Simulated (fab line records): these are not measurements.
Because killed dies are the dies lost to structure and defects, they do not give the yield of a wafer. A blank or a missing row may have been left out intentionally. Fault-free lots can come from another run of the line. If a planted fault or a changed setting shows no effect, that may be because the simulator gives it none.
Problem report in the 8D (eight disciplines) form, filled by code -- flow sky130 -- the parts of the form that need people (team, actions taken, sign-off) are left out

1. WHAT WENT WRONG
At SKY_VIA3_ETCH_14, bias w averages 90.3 W over 6 wafers from 2 lots, while fault-free wafers read 100.0 W, standard deviation 0.31. That puts it -31 standard deviations away from the usual mean.
The step: etches BARC in N2/H2, stops on SiO2, time 45.9 s, target depth 60 nm.
Seen first at day 43 04:33 on rie diel-01, wafer L219.1. Wafers with a number at this step in the record: 33, from 11 lots. Rule for "out", or "out of limits": more than 4 standard deviations from the usual mean. Any other wafer with a number is counted as sound.

2. WHAT IT IS, WHAT IT ISN'T
question,is,is not
which readings at this step,bias w,"drypump motor current A, h2 flow sccm, oes product au, throttle valve pct"
which lots,"L219, L220","L208, L209, L211, L215, L222, L223, L225, L228, L230"
which wafers of those lots,all that have a number,-
read on which tools,rie diel-01,"rie diel-03, rie diel-04"
when,from day 43 04:33,"up to then (12 sound wafers); but 15 sound wafers of L222, L223, L225, L228, L230 came after"

3. SUSPECTS, AND WHAT RULES EACH OUT
Counting: any tool at a process step up to the reading is kept as a suspect provided that every lot that is out went through it and no sound lot did after the first of them.
- rie metal-02 at SKY_METAL3_DESCUM_15 (chemistry O2, time 8 s): ruled out as a lasting fault. Sound lots L223, L225, L222, L230 ran on it after its first lot that is out, L219 (day 42 04:00).
- rie diel-01 at SKY_VIA3_ETCH_14 (etches BARC in N2/H2, stops on SiO2, time 45.9 s, target depth 60 nm): kept. It processed each lot that is out, first L219 at day 43 04:33, and no sound lot thereafter; up to then, the last sound lot it processed was L209 at day 40 15:42. Out on those wafers are its own readings of bias w.
Left after counting: rie diel-01 at SKY_VIA3_ETCH_14.

4. THE CAUSE (what the simulator had put in)
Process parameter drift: rie diel-01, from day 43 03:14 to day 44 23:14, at SKY_VIA3_ETCH_14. The setting bias w was moved by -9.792, starting from 100. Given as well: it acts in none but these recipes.
The count eliminated every tool but this one.

5. SEQUENCE OF EFFECTS, ordered by route
Rows list readings where the struck wafers' mean (over those with a number) sits beyond 3 standard deviations from the usual. Readings are gone through only where the record gives a usual standard deviation; hours: the median, over the lots, of the time from a lot's start at the first step in this table giving one to that lot's start at this step; sigmas: the change measured in usual standard deviations.
hours,step,reading,usual,on struck wafers,change,sigmas
0,SKY_VIA3_ETCH_14,bias w,100.0 W,90.3,-9.7,-31
Process steps it contains:
- SKY_VIA3_ETCH_14: etches BARC in N2/H2, stops on SiO2, time 45.9 s, target depth 60 nm.

6. WHAT WOULD HAVE CAUGHT IT SOONER
In this record the first reading out of limits was taken at day 43 04:33, 1 hour after the fault began at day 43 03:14.
